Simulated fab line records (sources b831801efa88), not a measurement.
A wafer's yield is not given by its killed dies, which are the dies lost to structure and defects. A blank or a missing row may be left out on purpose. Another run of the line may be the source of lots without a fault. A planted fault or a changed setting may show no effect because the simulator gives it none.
fab line records | flow sky130
record lots=13 | wafers=39 | last-day=50
route steps=708 shown RES_XHIGH@335 CONTACT@430 METAL1@438 METAL2@486 PAD_OPEN@708
lots that met no fault: from a run of the same line without faults
start-h: hours from the record's opening day to when the first of the lot's shown wafers began | wait-h: hours from the lot's prior step to this one | " unchanged from the row above | L1.1+2: a single row standing in for several wafers | - value missing, or start not given | * or withheld: withheld | < > ~ a bound
route shown NAME@n: a module of which the file shows steps, and the number in the route of the first | usual: average and standard deviation across the fault-free wafers | same: alike in all rows | chamber/n: place in a boat | sites: the reading at each site | _std_site: the values' standard deviation | _edge_site: the outer-site mean with the inner-site mean subtracted | radius-mm: how far each site lies from the wafer's centre | mask NAME#n: copy n | behind: the last tool/chamber to shape the wafer | hold: reason for holding the lot/hours on hold/outcome of the hold | device: whichever transistor did not switch (one of n, p or np) | end of line: the route-end tests of the same wafers | where a step has no rows: the recipe by itself | killed: not the wafer's yield, but the dies lost to structure and defects at the first sort | map: shows each die of a wafer: x if killed, . if not, _ if none is there
set.NAME: setting as actually run; set.NAME@STEP: the setting as run at that earlier step | model.NAME: the simulator's own value behind a step, which no gauge read
the route's steps for a sample of lots (tables are steps, rows are wafers)
services: the hour from which a tool's chamber was out of use, counted from the record's first day as start-h (under 0 if before that day), plus the number of hours and why
## steps
# step SKY_RES_XHIGH_SOFTBAKE_03
# recipe temp-c=90 | time-s=60 | resist=NOVOLAK
# usual chill-plate-temp-C=23.01/0.11 | heater-power-total-W=56.59/0.045 | resist-line-temp-C=22.98/0.11 | run-length-s=88.87/0.21
lot.wafer | tool           | chamber | start-h | wait-h | chill-plate-temp-C | heater-power-total-W | resist-line-temp-C | run-length-s
L998.1    | litho-track-03 | 0       | 610.18  | 0.1    | 22.96              | 56.64                | 22.86              | 88.96
L998.3    | "              | 0       | "       | "      | 22.86              | 56.59                | 22.97              | 88.63
L998.4    | "              | 0       | "       | "      | 22.87              | 56.56                | 22.93              | 88.56
L999.3    | litho-track-03 | 0       | 624.83  | 0.1    | 22.88              | 56.60                | 22.84              | 88.81
L999.4    | "              | 0       | "       | "      | 22.94              | 56.59                | 22.96              | 88.74
L999.6    | "              | 0       | "       | "      | 22.87              | 56.55                | 22.79              | 88.63
L100.3    | litho-track-03 | 0       | 626.83  | 0.1    | 23.18              | 58.38                | 23.00              | 83.72
L100.4    | "              | 0       | "       | "      | 23.26              | 58.30                | 22.95              | 83.79
L100.6    | "              | 0       | "       | "      | 23.18              | 58.39                | 23.01              | 83.58
L101.4    | litho-track-03 | 0       | 627.80  | 0.1    | 23.17              | 58.31                | 23.00              | 83.50
L101.5    | "              | 0       | "       | "      | 23.22              | 58.36                | 23.09              | 83.49
L101.6    | "              | 0       | "       | "      | 23.18              | 58.31                | 23.00              | 83.78
L102.4    | litho-track-02 | 0       | 639.21  | 0.1    | 22.94              | 56.50                | 22.98              | 89.06
L102.5    | "              | 0       | "       | "      | 22.96              | 56.60                | 23.14              | 89.35
L102.6    | "              | 0       | "       | "      | 23.01              | 56.65                | 22.97              | 89.42
L106.1    | litho-track-01 | 0       | 681.28  | 0.1    | 23.19              | 56.56                | 23.02              | 88.77
L106.2    | "              | 0       | "       | "      | 23.13              | 56.68                | 22.87              | 88.81
L106.3    | "              | 0       | "       | "      | 23.25              | 56.54                | 22.92              | 88.68
L111.1    | litho-track-01 | 0       | 713.88  | 0.1    | 23.09              | 56.52                | 23.16              | 88.70
L111.2    | "              | 0       | "       | "      | 23.20              | 56.55                | 23.38              | 88.75
L111.4    | "              | 0       | "       | "      | 23.06              | 56.60                | 23.23              | 88.68
L113.1    | litho-track-02 | 0       | 729.39  | 0.1    | 23.04              | 56.63                | 22.98              | 89.33
L113.4    | "              | 0       | "       | "      | 22.93              | 56.60                | 22.89              | 89.02
L113.6    | "              | 0       | "       | "      | 23.04              | 56.64                | 22.91              | 89.01
L114.3    | litho-track-01 | 0       | 734.48  | 0.1    | 22.89              | 56.62                | 22.78              | 88.79
L114.4    | "              | 0       | "       | "      | 22.76              | 56.62                | 22.74              | 88.80
L114.6    | "              | 0       | "       | "      | 22.78              | 56.68                | 22.90              | 88.75
L115.3    | litho-track-03 | 0       | 742.98  | 0.1    | 23.11              | 56.61                | 22.89              | 88.82
L115.4    | "              | 0       | "       | "      | 23.04              | 56.64                | 22.96              | 88.74
L115.6    | "              | 0       | "       | "      | 23.20              | 56.61                | 22.97              | 88.67
L116.1    | litho-track-03 | 0       | 746.03  | 0.1    | 23.23              | 56.57                | 22.94              | 88.61
L116.4    | "              | 0       | "       | "      | 23.17              | 56.59                | 23.00              | 88.62
L116.6    | "              | 0       | "       | "      | 22.92              | 56.57                | 22.82              | 88.85
L118.1    | litho-track-03 | 0       | 765.68  | 0.1    | 23.08              | 56.56                | 22.95              | 88.59
L118.4    | "              | 0       | "       | "      | 23.05              | 56.52                | 23.11              | 88.58
L118.6    | "              | 0       | "       | "      | 23.08              | 56.54                | 23.12              | 88.76
L121.2    | litho-track-03 | 0       | 787.70  | 0.1    | 23.01              | 56.58                | 22.87              | 88.79
L121.3    | "              | 0       | "       | "      | 23.07              | 56.58                | 22.84              | 88.72
L121.5    | "              | 0       | "       | "      | 23.02              | 56.63                | 22.91              | 88.67
# step SKY_CONTACT_CVD_24
# recipe material=W | target-thk-nm=340 | time-s=102.12 | temp-c=400 | pressure-torr=40
# usual heater-power-w=913/92
lot.wafer | tool     | chamber | start-h | wait-h | heater-power-w
L998.1    | cvd-w-02 | 0       | 742.28  | 0.0    | 992
L998.3    | "        | 0       | "       | "      | 961
L998.4    | "        | 1       | "       | "      | 879
L999.3    | cvd-w-02 | 0       | 756.31  | 0.1    | 1009
L999.4    | "        | 1       | "       | "      | 880
L999.6    | "        | 0       | "       | "      | 994
L100.3    | cvd-w-02 | 0       | 758.71  | 0.1    | 1011
L100.4    | "        | 1       | "       | "      | 892
L100.6    | "        | 0       | "       | "      | 974
L101.4    | cvd-w-01 | 1       | 759.81  | 0.1    | 731
L101.5    | "        | 1       | "       | "      | 738
L101.6    | "        | 0       | "       | "      | 927
L102.4    | cvd-w-01 | 0       | 768.09  | 0.1    | 920
L102.5    | "        | 0       | "       | "      | 938
L102.6    | "        | 1       | "       | "      | 764
L106.1    | cvd-w-01 | 0       | 809.23  | 0.0    | 913
L106.2    | "        | 1       | "       | "      | 749
L106.3    | "        | 0       | "       | "      | 941
L111.1    | cvd-w-01 | 0       | 841.03  | 0.0    | 953
L111.2    | "        | 1       | "       | "      | 763
L111.4    | "        | 1       | "       | "      | 756
L113.1    | cvd-w-02 | 0       | 858.19  | 0.0    | 998
L113.4    | "        | 1       | "       | "      | 894
L113.6    | "        | 0       | "       | "      | 1013
L114.3    | cvd-w-02 | 0       | 861.67  | 0.1    | 1040
L114.4    | "        | 1       | "       | "      | 926
L114.6    | "        | 1       | "       | "      | 874
L115.3    | cvd-w-01 | 1       | 869.47  | 0.1    | 762
L115.4    | "        | 0       | "       | "      | 936
L115.6    | "        | 1       | "       | "      | 770
L116.1    | cvd-w-01 | 0       | 872.16  | 0.0    | 926
L116.4    | "        | 0       | "       | "      | 927
L116.6    | "        | 0       | "       | "      | 932
L118.1    | cvd-w-02 | 0       | 889.52  | 0.0    | 1024
L118.4    | "        | 1       | "       | "      | 899
L118.6    | "        | 0       | "       | "      | 1023
L121.2    | cvd-w-02 | 0       | 911.92  | 0.1    | 1003
L121.3    | "        | 0       | "       | "      | 1030
L121.5    | "        | 0       | "       | "      | 1005
# step SKY_METAL1_SPUTTER_04
# recipe material=TiN | target-thk-nm=70 | power-w=6500 | time-s=58.3 | chamber-pressure-pa=0.4
# usual throttle-valve-pct=30.1/1.2
lot.wafer | tool           | chamber | start-h | wait-h | throttle-valve-pct
L998.1    | pvd-sputter-04 | -       | 742.96  | 0.0    | 28.9
L998.3    | "              | -       | "       | "      | 29.3
L998.4    | "              | -       | "       | "      | 28.8
L999.3    | pvd-sputter-02 | -       | 756.95  | 0.0    | 31.3
L999.4    | "              | -       | "       | "      | 28.8
L999.6    | "              | -       | "       | "      | 28.5
L100.3    | pvd-sputter-02 | -       | 759.36  | 0.0    | 32.2
L100.4    | "              | -       | "       | "      | 29.4
L100.6    | "              | -       | "       | "      | 29.0
L101.4    | pvd-sputter-04 | -       | 760.45  | 0.0    | 29.2
L101.5    | "              | -       | "       | "      | 28.9
L101.6    | "              | -       | "       | "      | 28.7
L102.4    | pvd-sputter-03 | -       | 768.73  | 0.0    | 31.2
L102.5    | "              | -       | "       | "      | 30.0
L102.6    | "              | -       | "       | "      | 31.0
L106.1    | pvd-sputter-02 | -       | 809.91  | 0.0    | 31.3
L106.2    | "              | -       | "       | "      | 28.8
L106.3    | "              | -       | "       | "      | 32.3
L111.1    | pvd-sputter-03 | -       | 841.71  | 0.0    | 31.2
L111.2    | "              | -       | "       | "      | 31.2
L111.4    | "              | -       | "       | "      | 31.0
L113.1    | pvd-sputter-02 | -       | 858.87  | 0.0    | 32.3
L113.4    | "              | -       | "       | "      | 28.7
L113.6    | "              | -       | "       | "      | 31.0
L114.3    | pvd-sputter-03 | -       | 862.36  | 0.0    | 28.7
L114.4    | "              | -       | "       | "      | 31.3
L114.6    | "              | -       | "       | "      | 31.2
L115.3    | pvd-sputter-04 | -       | 870.11  | 0.0    | 28.8
L115.4    | "              | -       | "       | "      | 28.7
L115.6    | "              | -       | "       | "      | 28.7
L116.1    | pvd-sputter-02 | -       | 872.84  | 0.0    | 29.2
L116.4    | "              | -       | "       | "      | 32.2
L116.6    | "              | -       | "       | "      | 28.8
L118.1    | pvd-sputter-03 | -       | 890.77  | 0.0    | 31.3
L118.4    | "              | -       | "       | "      | 31.5
L118.6    | "              | -       | "       | "      | 31.2
L121.2    | pvd-sputter-03 | -       | 912.67  | 0.0    | 31.2
L121.3    | "              | -       | "       | "      | 29.9
L121.5    | "              | -       | "       | "      | 31.5
# step SKY_METAL2_SPUTTER_03
# recipe material=Ti | target-thk-nm=5 | power-w=3000 | time-s=3.3 | chamber-pressure-pa=0.4
# usual throttle-valve-pct=30.2/1.3
lot.wafer | tool           | chamber | start-h | wait-h | throttle-valve-pct
L998.1    | pvd-sputter-01 | -       | 799.86  | 0.0    | 31.2
L998.3    | "              | -       | "       | "      | 29.9
L998.4    | "              | -       | "       | "      | 31.8
L999.3    | pvd-sputter-01 | -       | 813.58  | 0.0    | 30.1
L999.4    | "              | -       | "       | "      | 31.2
L999.6    | "              | -       | "       | "      | 27.9
L100.3    | pvd-sputter-03 | -       | 815.72  | 0.0    | 31.2
L100.4    | "              | -       | "       | "      | 31.2
L100.6    | "              | -       | "       | "      | 28.4
L101.4    | pvd-sputter-01 | -       | 817.34  | 0.0    | 31.5
L101.5    | "              | -       | "       | "      | 30.9
L101.6    | "              | -       | "       | "      | 31.9
L102.4    | pvd-sputter-01 | -       | 825.29  | 0.0    | 31.2
L102.5    | "              | -       | "       | "      | 31.7
L102.6    | "              | -       | "       | "      | 30.8
L106.1    | pvd-sputter-01 | -       | 865.32  | 0.0    | 31.7
L106.2    | "              | -       | "       | "      | 27.8
L106.3    | "              | -       | "       | "      | 29.9
L111.1    | pvd-sputter-03 | -       | 896.52  | 0.0    | 29.8
L111.2    | "              | -       | "       | "      | 31.0
L111.4    | "              | -       | "       | "      | 31.0
L113.1    | pvd-sputter-03 | -       | 913.56  | 0.0    | 29.9
L113.4    | "              | -       | "       | "      | 28.5
L113.6    | "              | -       | "       | "      | 28.6
L114.3    | pvd-sputter-02 | -       | 916.55  | 0.0    | 29.4
L114.4    | "              | -       | "       | "      | 32.3
L114.6    | "              | -       | "       | "      | 31.3
L115.3    | pvd-sputter-02 | -       | 925.42  | 0.0    | 32.1
L115.4    | "              | -       | "       | "      | 31.1
L115.6    | "              | -       | "       | "      | 29.2
L116.1    | pvd-sputter-03 | -       | 926.51  | 0.0    | 30.0
L116.4    | "              | -       | "       | "      | 28.5
L116.6    | "              | -       | "       | "      | 30.0
L118.1    | pvd-sputter-02 | -       | 943.67  | 0.0    | 28.8
L118.4    | "              | -       | "       | "      | 29.4
L118.6    | "              | -       | "       | "      | 31.2
L121.2    | pvd-sputter-01 | -       | 964.37  | 0.0    | 31.1
L121.3    | "              | -       | "       | "      | 27.9
L121.5    | "              | -       | "       | "      | 28.0
# step SKY_PAD_OPEN_PROBE_99
# usual killed_at_M0_to_M3=43/6.6 | killed_at_M4_up=2.9/1.8 | killed-at-contacts=25/5.3 | killed-at-front-end=15/4.1 | killed-at-other=0.3/0.6 | killed-dies=86/8.8 | killed-open=47/6.7 | killed-short=39/6.2
# same gross-dies=492 | killed-at-back-side=0
lot.wafer | tool      | chamber | start-h | wait-h | killed_at_M0_to_M3 | killed_at_M4_up | killed-at-contacts | killed-at-front-end | killed-at-other | killed-dies | killed-open | killed-short
L111.1    | prober-01 | -       | 1154.46 | 0.1    | 42                 | 5               | 28                 | 12                  | 0               | 87          | 50          | 37
L111.2    | prober-01 | -       | 1154.51 | 0.1    | 36                 | 5               | 19                 | 14                  | 0               | 74          | 43          | 30
L111.4    | prober-01 | -       | 1154.61 | 0.2    | 49                 | 6               | 25                 | 16                  | 4               | 100         | 46          | 52
# killed by level:class
L111.1 LI_CONTACT:geometric-particle:open=13 CONTACT:geometric-particle:open=9 VIA1:geometric-particle:open=7 VIA2:geometric-particle:open=6 METAL1:geometric-particle:short=6 METAL2:geometric-particle:short=6 VIA3:geometric-particle:open=5 POLY_GATE:geometric-particle:open=4
L111.2 CONTACT:geometric-particle:open=6 VIA1:geometric-particle:open=6 VIA3:geometric-particle:open=6 LI_CONTACT:geometric-particle:open=5 VIA2:geometric-particle:open=5 POLY_GATE:geometric-particle:short=4 METAL2:geometric-particle:open=4 CONTACT:geometric-particle:short=4
L111.4 VIA2:geometric-particle:open=10 LI_CONTACT:geometric-particle:open=8 CONTACT:geometric-particle:open=8 METAL1:geometric-particle:short=8 FIELD_ISO:geometric-particle:short=7 VIA3:geometric-particle:open=6 METAL2:geometric-particle:short=5 CONTACT:geometric-particle:short=5
## services
tool           | chamber | start-h | hours | kind
cvd-w-02       | -       | 603.35  | 6.9   | pm
pvd-sputter-03 | -       | 609.86  | 18.5  | repair
pvd-sputter-04 | -       | 610.29  | 1.7   | repair
cvd-w-01       | 0       | 615.15  | 2.2   | repair
pvd-sputter-04 | -       | 620.57  | 3.1   | repair
cvd-w-02       | -       | 625.76  | 2.8   | pm
cvd-w-02       | 0       | 643.31  | 7.2   | repair
pvd-sputter-01 | -       | 663.41  | 3.6   | repair
pvd-sputter-01 | -       | 668.51  | 1.2   | repair
pvd-sputter-02 | -       | 741.76  | 2.4   | repair
pvd-sputter-03 | -       | 760.26  | 0.6   | repair
cvd-w-02       | -       | 782.85  | 0.9   | repair
pvd-sputter-03 | -       | 804.38  | 1.4   | repair
cvd-w-01       | -       | 821.57  | 0.5   | repair
cvd-w-02       | -       | 839.45  | 1.7   | repair
pvd-sputter-02 | -       | 852.24  | 1.9   | repair
pvd-sputter-01 | -       | 865.53  | 0.6   | repair
pvd-sputter-01 | -       | 890.58  | 10.3  | repair
cvd-w-02       | 1       | 900.02  | 12.1  | repair
cvd-w-01       | -       | 904.00  | 14.0  | pm
pvd-sputter-03 | -       | 905.76  | 5.1   | repair
pvd-sputter-01 | -       | 925.37  | 2.8   | repair
cvd-w-02       | -       | 930.87  | 1.4   | repair
cvd-w-01       | -       | 956.95  | 1.1   | repair
## key
first-sign step=SKY_RES_XHIGH_SOFTBAKE_03 | reading=heater-power-total-W | direction=up | sigmas=39 | usual=* | struck=*
effect step=SKY_RES_XHIGH_SOFTBAKE_03 | reading=run-length-s | direction=down | sigmas=24 | usual=* | struck=*
met-at SKY_RES_XHIGH_SOFTBAKE_03
struck-lots L100,L101
tester-left-out L100,L101
not-acting-at SKY_CONTACT_CVD_24,SKY_METAL1_SPUTTER_04,SKY_METAL2_SPUTTER_03
onset-between 624.83 626.83
fault kind=process-parameter-drift | tool=litho-track-03 | chamber=- | onset-h=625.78 | steps=SKY_RES_XHIGH_SOFTBAKE_03 | channel=time-s | offset=* | shape=step | end-h=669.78 | acts-in=* | stated=*
# tester-left-out: of these lots the tester's yield and bins aren't shown, on N5 and GAA mostly nor the transistor test; their killed dies are dies lost to structure and defects alone, not to doping, threshold or leakage, so they don't give the yield
